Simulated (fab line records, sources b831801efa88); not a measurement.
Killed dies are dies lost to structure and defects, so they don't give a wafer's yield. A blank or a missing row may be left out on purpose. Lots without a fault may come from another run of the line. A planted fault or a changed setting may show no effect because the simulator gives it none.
Which tool did it? | flow gf180mcu | 14 lots, 42 wafers sampled, at 3 steps of a route of 602

WHAT THE GAUGES READ, wafer by wafer
GF_V5_THK_MEAS_01.
lot  | measured     | on            | V5_CVD_00_THK (nm)
L995 | day 26 20:44 | film_metro-02 | 293 295 304
L996 | day 26 22:11 | film_metro-04 | 296 302 306
L997 | day 27 00:19 | film_metro-04 | 293 300 297
L998 | day 27 15:50 | film_metro-04 | 308 299 302
L999 | day 28 00:48 | film_metro-02 | 296 306 296
L100 | day 28 16:05 | film_metro-04 | 297 292 302
L101 | day 28 16:55 | film_metro-04 | 300 296 305
L102 | day 28 19:38 | film_metro-01 | 294 299 298
L106 | day 29 17:21 | film_metro-01 | 297 290 291
L108 | day 30 12:36 | film_metro-02 | 301 300 303
L114 | day 32 02:26 | film_metro-04 | 299 306 299
L115 | day 32 04:50 | film_metro-02 | 298 306 300
L117 | day 32 14:40 | film_metro-02 | 309 297 301
L118 | day 33 00:43 | film_metro-01 | 296 298 294

GF_V5_THK_MEAS_03.
lot  | measured     | on            | V5_CVD_02_THK (nm)
L995 | day 26 20:53 | film_metro-02 | 1458 1467 1460
L996 | day 26 22:21 | film_metro-02 | 1429 1455 1473
L997 | day 27 00:29 | film_metro-02 | 1432 1452 1477
L998 | day 27 16:00 | film_metro-04 | 1467 1434 1445
L999 | day 28 00:58 | film_metro-01 | 1394 1439 1426
L100 | day 28 16:15 | film_metro-02 | 1406 1458 1438
L101 | day 28 17:05 | film_metro-01 | 1444 1444 1489
L102 | day 28 19:49 | film_metro-02 | 1460 1461 1443
L106 | day 29 17:31 | film_metro-02 | 1443 1445 1457
L108 | day 30 12:46 | film_metro-04 | 1430 1447 1443
L114 | day 32 02:37 | film_metro-04 | 1426 1445 1460
L115 | day 32 05:00 | film_metro-02 | 1426 1482 1462
L117 | day 32 14:50 | film_metro-04 | 1437 1456 1467
L118 | day 33 00:53 | film_metro-02 | 1433 1447 1458

WHICH TOOL RAN EACH LOT (tool, then ch and the chambers of the sampled wafers, then the start)
lot  | GF_NSD_STRIP_11
L995 | plasma_asher-01 ch 0,1, day 13 11:26
L996 | plasma_asher-04 ch 0,1, day 13 15:43
L997 | plasma_asher-01 ch 0, day 13 23:48
L998 | plasma_asher-04 ch 0,1, day 14 16:32
L999 | plasma_asher-04 ch 0,1, day 15 01:48
L100 | plasma_asher-01 ch 0,1, day 15 05:27
L101 | plasma_asher-04 ch 0, day 15 09:52
L102 | plasma_asher-04 ch 0,1, day 15 23:01
L106 | plasma_asher-04 ch 0,1, day 17 01:24
L108 | plasma_asher-04 ch 0,1, day 17 21:43
L114 | plasma_asher-02 ch 0,1, day 19 23:07
L115 | plasma_asher-02 ch 0,1, day 20 05:40
L117 | plasma_asher-04 ch 0,1, day 20 21:20
L118 | plasma_asher-01 ch 0,1, day 21 11:15
- GF_NSD_STRIP_11: strips in O2/N2.

WHAT THE TOOLS THEMSELVES READ (means of the sampled wafers that have a number; where no wafer has one, the mark that the record gives instead)
GF_NSD_STRIP_11.
lot  | tool            | drypump_motor_current_A (A) | heater_power_w (W) | oes_product_au (a.u.) | strip_time_to_endpoint_s (s)
L995 | plasma_asher-01 | 6.1                         | 317                | 0.490                 | 23.00
L996 | plasma_asher-04 | 5.8                         | 355                | 0.486                 | 22.94
L997 | plasma_asher-01 | 6.8                         | 350                | 0.483                 | 22.93
L998 | plasma_asher-04 | 6.1                         | 357                | 0.480                 | 22.94
L999 | plasma_asher-04 | 6.1                         | 358                | 0.487                 | 22.90
L100 | plasma_asher-01 | 6.4                         | 333                | 0.488                 | 22.94
L101 | plasma_asher-04 | 5.5                         | 352                | 0.485                 | 22.91
L102 | plasma_asher-04 | 5.8                         | 352                | 0.486                 | 22.97
L106 | plasma_asher-04 | 5.8                         | 350                | 0.490                 | 23.01
L108 | plasma_asher-04 | 6.1                         | 361                | 0.491                 | 22.97
L114 | plasma_asher-02 | 5.7                         | 345                | 0.483                 | 22.98
L115 | plasma_asher-02 | 5.6                         | 357                | 0.490                 | 22.90
L117 | plasma_asher-04 | 6.0                         | 358                | 0.485                 | 23.01
L118 | plasma_asher-01 | 6.1                         | 312                | 0.490                 | 23.03

THE ANSWER, worked out from the rows above alone
Rule: what is usual is taken from the lots themselves. Put in order of their means at a reading, lots are off if they are a third of the lots or fewer, leave a main group of 4 or more, and stand apart from it by a gap of 3 or more times the standard deviation of the main group's means; of several such gaps the widest counts. A main group whose means are all the same, to the digits that the tables above print for the reading, isn't used. A lot without any number at a reading at which 4 lots or more have one is off too. The other lots that the step has rows for count as sound. The gauges are gone through in route order, then the tools' own readings, and for those a lot's mean is taken as printed above. The first step at which some lot is off is used, and at that step the reading that is off furthest; a lot without a number counts as furthest.
No lot is off at any reading shown: from this, nothing can be told.

WHAT THE SIMULATOR HAD PUT IN
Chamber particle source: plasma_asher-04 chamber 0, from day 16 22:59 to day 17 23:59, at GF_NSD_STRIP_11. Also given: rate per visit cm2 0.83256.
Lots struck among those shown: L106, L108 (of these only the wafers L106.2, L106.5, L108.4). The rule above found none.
